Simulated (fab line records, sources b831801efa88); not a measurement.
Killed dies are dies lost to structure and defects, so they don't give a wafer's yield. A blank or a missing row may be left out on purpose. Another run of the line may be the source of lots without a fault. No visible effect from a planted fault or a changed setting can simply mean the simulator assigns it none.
Which tool is to blame? / flow gf180mcu / Sampling: 13 lots, 39 wafers, 5 of 602 route steps

WHAT THE GAUGES READ, wafer by wafer
GF_HV_LDD_TW_MEAS_23.
lot=L584; measured=day 11 10:29; on=filmMetro-03; HV_LDD_2_TW=1053 1050 1050
lot=L585; measured=day 11 20:52; on=filmMetro-01; HV_LDD_2_TW=1061 1058 1059
lot=L587; measured=day 12 04:34; on=filmMetro-03; HV_LDD_2_TW=1060 1059 1062
lot=L588; measured=day 12 11:10; on=filmMetro-01; HV_LDD_2_TW=1059 1048 1054
lot=L593; measured=day 14 03:51; on=filmMetro-01; HV_LDD_2_TW=974 980 978
lot=L594; measured=day 14 13:25; on=filmMetro-04; HV_LDD_2_TW=987 989 986
lot=L595; measured=day 14 19:39; on=filmMetro-03; HV_LDD_2_TW=1057 1055 1063
lot=L597; measured=day 15 08:09; on=filmMetro-01; HV_LDD_2_TW=1056 1053 1046
lot=L601; measured=day 16 18:46; on=filmMetro-01; HV_LDD_2_TW=1047 1053 1053
lot=L602; measured=day 17 00:29; on=filmMetro-04; HV_LDD_2_TW=1062 1066 1061
lot=L603; measured=day 17 06:58; on=filmMetro-03; HV_LDD_2_TW=1054 1052 1052
lot=L604; measured=day 17 17:31; on=filmMetro-01; HV_LDD_2_TW=1064 1060 1064
lot=L605; measured=day 18 08:13; on=filmMetro-04; HV_LDD_2_TW=1062 1058 1056

GF_M4_CD_MEAS_14 targets a cd of 280 nm.
lot=L584; measured=day 24 05:05; on=cdSem-01; cdNm (nm)=279.5 281.0 279.6
lot=L585; measured=day 24 18:43; on=cdSem-02; cdNm (nm)=276.4 277.2 277.4
lot=L587; measured=day 25 02:37; on=cdSem-02; cdNm (nm)=280.7 279.6 280.3
lot=L588; measured=day 25 13:29; on=cdSem-01; cdNm (nm)=280.7 280.7 281.1
lot=L593; measured=day 27 03:07; on=cdSem-01; cdNm (nm)=279.0 280.1 279.6
lot=L594; measured=day 27 12:55; on=cdSem-01; cdNm (nm)=280.1 280.1 279.7
lot=L595; measured=day 27 18:12; on=cdSem-01; cdNm (nm)=279.3 280.4 280.4
lot=L597; measured=day 28 03:53; on=cdSem-01; cdNm (nm)=278.7 279.8 280.7
lot=L601; measured=day 29 11:07; on=cdSem-02; cdNm (nm)=280.6 280.1 280.5
lot=L602; measured=day 29 17:19; on=cdSem-02; cdNm (nm)=279.8 280.4 279.3
lot=L603; measured=day 29 21:59; on=cdSem-02; cdNm (nm)=278.0 277.3 278.5
lot=L604; measured=day 30 08:14; on=cdSem-01; cdNm (nm)=280.8 281.4 281.4
lot=L605; measured=day 30 16:23; on=cdSem-02; cdNm (nm)=280.8 280.9 280.9

EACH LOT AND THE TOOL THAT RAN IT (in order: tool; ch and the chambers of the sampled wafers; start)
lot=L584; GF_HV_LDD_IMPLANT_21=implanter-01 ch 0, day 11 10:14; GF_V1_ETCH_17=rieDiel-04 ch 0,2, day 23 05:49 or earlier; GF_V3_CMP_26=cmp-02 ch 0,1, day 23 05:49
lot=L585; GF_HV_LDD_IMPLANT_21=implanter-01 ch 0, day 11 20:37; GF_V1_ETCH_17=rieDiel-04 ch 0,1,3, day 23 20:00 or earlier; GF_V3_CMP_26=cmp-01 ch 0,1,2, day 23 20:00
lot=L587; GF_HV_LDD_IMPLANT_21=implanter-02 ch 0, day 12 04:19; GF_V1_ETCH_17=rieDiel-03 ch 0,1,3, day 24 03:19 or earlier; GF_V3_CMP_26=cmp-02 ch 0,1,3, day 24 03:19
lot=L588; GF_HV_LDD_IMPLANT_21=implanter-01 ch 0, day 12 10:56; GF_V1_ETCH_17=rieDiel-01 ch 0,2, day 24 15:36 or earlier; GF_V3_CMP_26=cmp-01 ch 2,3, day 24 15:36
lot=L593; GF_HV_LDD_IMPLANT_21=implanter-01 ch 0, day 14 03:37; GF_V1_ETCH_17=rieDiel-04 ch 0,1,2, day 26 06:17 or earlier; GF_V3_CMP_26=cmp-01 ch 0,3, day 26 06:17
lot=L594; GF_HV_LDD_IMPLANT_21=implanter-01 ch 0, day 14 13:13; GF_V1_ETCH_17=rieDiel-01 ch 1,2,3, day 26 16:35 or earlier; GF_V3_CMP_26=cmp-01 ch 0,3, day 26 16:35
lot=L595; GF_HV_LDD_IMPLANT_21=implanter-02 ch 0, day 14 19:24; GF_V1_ETCH_17=rieDiel-04 ch 0,1,2, day 26 22:01 or earlier; GF_V3_CMP_26=cmp-02 ch 1,2,3, day 26 22:01
lot=L597; GF_HV_LDD_IMPLANT_21=implanter-02 ch 0, day 15 07:54; GF_V1_ETCH_17=rieDiel-04 ch 0,2,3, day 27 07:49 or earlier; GF_V3_CMP_26=cmp-02 ch 0,1,3, day 27 07:49
lot=L601; GF_HV_LDD_IMPLANT_21=implanter-01 ch 0, day 16 18:34; GF_V1_ETCH_17=rieDiel-03 ch 0,1, day 28 15:37 or earlier; GF_V3_CMP_26=cmp-01 ch 0,1,3, day 28 15:37
lot=L602; GF_HV_LDD_IMPLANT_21=implanter-04 ch 0, day 17 00:14; GF_V1_ETCH_17=rieDiel-01 ch 1,2,3, day 28 22:11 or earlier; GF_V3_CMP_26=cmp-02 ch 0,2, day 28 22:11
lot=L603; GF_HV_LDD_IMPLANT_21=implanter-04 ch 0, day 17 06:45; GF_V1_ETCH_17=rieDiel-01 ch 0,1, day 29 02:46 or earlier; GF_V3_CMP_26=cmp-02 ch 2,3, day 29 02:46
lot=L604; GF_HV_LDD_IMPLANT_21=implanter-02 ch 0, day 17 17:17; GF_V1_ETCH_17=rieDiel-03 ch 0,2,3, day 29 13:02 or earlier; GF_V3_CMP_26=cmp-01 ch 0,1,2, day 29 13:02
lot=L605; GF_HV_LDD_IMPLANT_21=implanter-04 ch 0, day 18 07:58; GF_V1_ETCH_17=rieDiel-03 ch 2,3, day 29 22:02 or earlier; GF_V3_CMP_26=cmp-02 ch 2,3, day 29 22:02
- GF_HV_LDD_IMPLANT_21
- GF_V1_ETCH_17: etches SiO2 in C4F8/O2/Ar, stops on TiN, target depth 630 nm.
- GF_V3_CMP_26: polishes, stops on SiO2, t overpolish 15 s, target thk 0 nm.

WHAT THE TOOLS THEMSELVES READ (means of the sampled wafers that have a number; where no wafer has one, the mark that the record gives instead)
GF_HV_LDD_IMPLANT_21.
lot=L584 tool=implanter-01 beamEnergyKeV=25.001
lot=L585 tool=implanter-01 beamEnergyKeV=25.002
lot=L587 tool=implanter-02 beamEnergyKeV=25.001
lot=L588 tool=implanter-01 beamEnergyKeV=25.010
lot=L593 tool=implanter-01 beamEnergyKeV=19.141
lot=L594 tool=implanter-01 beamEnergyKeV=19.153
lot=L595 tool=implanter-02 beamEnergyKeV=24.997
lot=L597 tool=implanter-02 beamEnergyKeV=24.991
lot=L601 tool=implanter-01 beamEnergyKeV=25.004
lot=L602 tool=implanter-04 beamEnergyKeV=24.986
lot=L603 tool=implanter-04 beamEnergyKeV=24.995
lot=L604 tool=implanter-02 beamEnergyKeV=24.994
lot=L605 tool=implanter-04 beamEnergyKeV=25.009

GF_V1_ETCH_17.
lot=L584; tool=rieDiel-04; oesProductAu (a.u.)=0.858
lot=L585; tool=rieDiel-04; oesProductAu (a.u.)=0.856
lot=L587; tool=rieDiel-03; oesProductAu (a.u.)=0.857
lot=L588; tool=rieDiel-01; oesProductAu (a.u.)=0.860
lot=L593; tool=rieDiel-04; oesProductAu (a.u.)=0.856
lot=L594; tool=rieDiel-01; oesProductAu (a.u.)=0.853
lot=L595; tool=rieDiel-04; oesProductAu (a.u.)=0.856
lot=L597; tool=rieDiel-04; oesProductAu (a.u.)=0.855
lot=L601; tool=rieDiel-03; oesProductAu (a.u.)=0.853
lot=L602; tool=rieDiel-01; oesProductAu (a.u.)=0.856
lot=L603; tool=rieDiel-01; oesProductAu (a.u.)=0.858
lot=L604; tool=rieDiel-03; oesProductAu (a.u.)=0.853
lot=L605; tool=rieDiel-03; oesProductAu (a.u.)=0.858

GF_V3_CMP_26.
lot=L584; tool=cmp-02; motorCurrentA (A)=12.8; overpolishRunS (s)=14.994; platenRpm (rpm)=60.01; timeToEndpointS (s)=84
lot=L585; tool=cmp-01; motorCurrentA (A)=10.2; overpolishRunS (s)=15.001; platenRpm (rpm)=60.00; timeToEndpointS (s)=82
lot=L587; tool=cmp-02; motorCurrentA (A)=11.9; overpolishRunS (s)=15.006; platenRpm (rpm)=59.98; timeToEndpointS (s)=84
lot=L588; tool=cmp-01; motorCurrentA (A)=10.4; overpolishRunS (s)=14.998; platenRpm (rpm)=59.96; timeToEndpointS (s)=81
lot=L593; tool=cmp-01; motorCurrentA (A)=11.3; overpolishRunS (s)=15.004; platenRpm (rpm)=59.99; timeToEndpointS (s)=82
lot=L594; tool=cmp-01; motorCurrentA (A)=11.7; overpolishRunS (s)=15.000; platenRpm (rpm)=59.99; timeToEndpointS (s)=86
lot=L595; tool=cmp-02; motorCurrentA (A)=11.1; overpolishRunS (s)=15.011; platenRpm (rpm)=59.99; timeToEndpointS (s)=85
lot=L597; tool=cmp-02; motorCurrentA (A)=11.9; overpolishRunS (s)=14.997; platenRpm (rpm)=60.01; timeToEndpointS (s)=84
lot=L601; tool=cmp-01; motorCurrentA (A)=10.5; overpolishRunS (s)=14.998; platenRpm (rpm)=59.99; timeToEndpointS (s)=83
lot=L602; tool=cmp-02; motorCurrentA (A)=12.1; overpolishRunS (s)=14.996; platenRpm (rpm)=60.04; timeToEndpointS (s)=86
lot=L603; tool=cmp-02; motorCurrentA (A)=11.0; overpolishRunS (s)=14.996; platenRpm (rpm)=59.97; timeToEndpointS (s)=84
lot=L604; tool=cmp-01; motorCurrentA (A)=9.8; overpolishRunS (s)=14.996; platenRpm (rpm)=60.00; timeToEndpointS (s)=81
lot=L605; tool=cmp-02; motorCurrentA (A)=10.7; overpolishRunS (s)=14.996; platenRpm (rpm)=60.01; timeToEndpointS (s)=86

THE ANSWER, worked out from the rows above alone
Rule: usual is defined by the lots themselves. Put in order of their means at a reading, lots are off if they are a third of the lots or fewer, leave a main group of 4 or more, and stand apart from it by a gap of 3 or more times the standard deviation of the main group's means; of several such gaps the widest counts. The tables above print the reading to a certain number of digits; a main group whose means all agree to those digits is not used. A lot without any number at a reading at which 4 lots or more have one is off too. All remaining lots with rows at the step are treated as sound. Order of review: gauges by route order, followed by the tools' own readings, for which a lot's mean as printed above is used. At the first step where some lot is off, the reading lying furthest off is the one used; lots without a number count as furthest.
Off: L593, L594, at GF_HV_LDD_TW_MEAS_23 (HV_LDD_2_TW). The main group: mean 1057, standard deviation 4.4.
A tool fits if, at a process step before that reading, it ran every lot that is off, and no sound lot after the first of them. The gauges at GF_HV_LDD_TW_MEAS_23 aren't tried: what is off there is off at GF_HV_LDD_IMPLANT_21 too, on other tools, and a gauge's error can't cause that. No candidate that was tried fits.

WHAT THE SIMULATOR PUT IN
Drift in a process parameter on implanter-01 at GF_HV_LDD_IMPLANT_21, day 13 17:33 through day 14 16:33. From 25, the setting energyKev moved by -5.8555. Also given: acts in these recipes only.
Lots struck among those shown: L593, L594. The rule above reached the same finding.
